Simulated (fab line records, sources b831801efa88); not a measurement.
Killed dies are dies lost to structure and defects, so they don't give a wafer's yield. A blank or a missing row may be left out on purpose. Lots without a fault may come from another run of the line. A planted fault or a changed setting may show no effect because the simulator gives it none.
A struck lot beside a sound one | flow sky130 | 18 steps out of a route of 708
Sound: wafers L489.3, L489.5, L489.6. Struck: wafers L493.1, L493.3, L493.6. The cause comes at the end.
At each step with rows: each side's tool, then ch and its chambers, then its first start. Under that, the readings that differ: sound wafers | struck wafers | difference of the means | sigmas: that difference in standard deviations of wafers without a fault.
alike: readings whose means differ by less than 2 such deviations, and words and numbers that are the same on both sides. not compared: withheld readings, readings that some wafer has no value for, bounds like >300 that may hide the same value, and numbers for which the record gives no deviation and whose values overlap.
The two part at a step that has a row with sigmas, a row that says differs or no value, or rows on one side only. Numbers that don't overlap but have no deviation are shown without sigmas and don't part them. A reading that every wafer of one side lacks parts them only if that side has two wafers or more.

SKY_SONOS_ONO_CD_MEAS_13: target cd 410 nm.
  sound on cd_sem-01, day 15 03:57; struck on cd_sem-02, day 16 16:10
  alike: cd_nm
SKY_SONOS_ONO_OVL_MEAS_14:
  sound on overlay-02, day 15 04:03; struck on overlay-02, day 16 16:17
  alike: SONOS_ONO_OVL
SKY_SONOS_ONO_ETCH_15: etches the open film in CHF3/O2, target depth 19.52 nm, time 7.8 s.
  sound on rie_diel-04 ch 0,1, day 15 04:04; struck on rie_diel-02 ch 1,2,3, day 16 16:19
  alike: chf3_flow_sccm, drypump_motor_current_A, oes_product_au, throttle_valve_pct
  not compared: rf_hours_counter_h
then, 1 step without rows for these wafers: SKY_SONOS_ONO_WET_ETCH_16 (etches SiO2 in dHF, target depth 14 nm, time 276 s).
SKY_SONOS_ONO_STRIP_17: strips in O2/N2.
  sound on plasma_asher-01 ch 0,1, day 15 04:18; struck on plasma_asher-03 ch 0,1, day 16 16:26
  alike: drypump_motor_current_A, oes_product_au, strip_time_to_endpoint_s
  not compared: rf_hours_counter_h
then, 3 steps without rows for these wafers: SKY_SONOS_ONO_WET_ETCH_18 (etches Si3N4 in H3PO4, target depth 15 nm, time 172 s); SKY_GATE_OXIDE_CLEAN_00 (cleans in SC1/SC2, time 150 s); SKY_GATE_OXIDE_OXIDATION_01 (stabilise 600 s, purge 300 s, target thk 10.268 nm).
SKY_GATE_OXIDE_THK_MEAS_02:
  sound on film_metro-02, day 15 07:54; struck on film_metro-03, day 16 18:52
  reading                          | sound            | struck            | difference | sigmas
  GATE_OXIDE_OXIDATION_00_THK (nm) | 9.89 10.07 10.05 | 10.54 10.39 10.47 | +0.46      | +2
then, 3 steps without rows for these wafers: SKY_GATE_OXIDE_DEHYDRATE_03 (time 60 s); SKY_GATE_OXIDE_HMDS_04 (prime time 60 s); SKY_GATE_OXIDE_COAT_05 (resist thk 1140 nm).
SKY_GATE_OXIDE_SOFTBAKE_06: time 60 s.
  sound on litho_track-03 ch 0, day 15 21:33; struck on litho_track-03 ch 0, day 17 09:06
  reading                  | sound             | struck            | difference | sigmas
  heater_power_total_W (W) | 56.68 56.55 56.66 | 59.07 58.96 59.06 | +2.40      | +52
  plate_temp_C (C)         | 89.98 90.01 90.08 | 92.71 92.75 92.59 | +2.66      | +24
  alike: chill_plate_temp_C
  not compared: model.NOVOLAK_of_GATE_OXIDE_COAT_05.thk_nm
then, 2 steps without rows for these wafers: SKY_GATE_OXIDE_EXPOSE_07 (exposes mask LVOM, target cd 600 nm); SKY_GATE_OXIDE_PEB_08.
SKY_GATE_OXIDE_DEVELOP_09: develop time 60 s.
  sound on litho_track-01 ch 0, day 16 11:26; struck on litho_track-03 ch 0, day 17 23:27
  reading                | sound             | struck            | difference | sigmas
  chill_plate_temp_C (C) | 22.87 22.83 22.85 | 23.13 23.16 22.93 | +0.22      | +2
  not compared: model.NOVOLAK_of_GATE_OXIDE_COAT_05.thk_nm
SKY_GATE_OXIDE_OVL_MEAS_10:
  sound on overlay-01, day 16 11:32; struck on overlay-01, day 17 23:36
  alike: GATE_OXIDE_OVL
-- the record jumps here: 31 days lie between the struck wafers' starts before and after (it left off in module GATE_OXIDE and takes up again in module PAD_OPEN, whose first step shown is number 708 of the route) --
SKY_PAD_OPEN_PROBE_99:
  the record has rows for the struck wafers here (prober-01, day 48 18:43) and none for the sound ones

WHERE THEY PART
First at SKY_GATE_OXIDE_THK_MEAS_02; last, within this record, at SKY_PAD_OPEN_PROBE_99.

WHY: what the simulator had put in
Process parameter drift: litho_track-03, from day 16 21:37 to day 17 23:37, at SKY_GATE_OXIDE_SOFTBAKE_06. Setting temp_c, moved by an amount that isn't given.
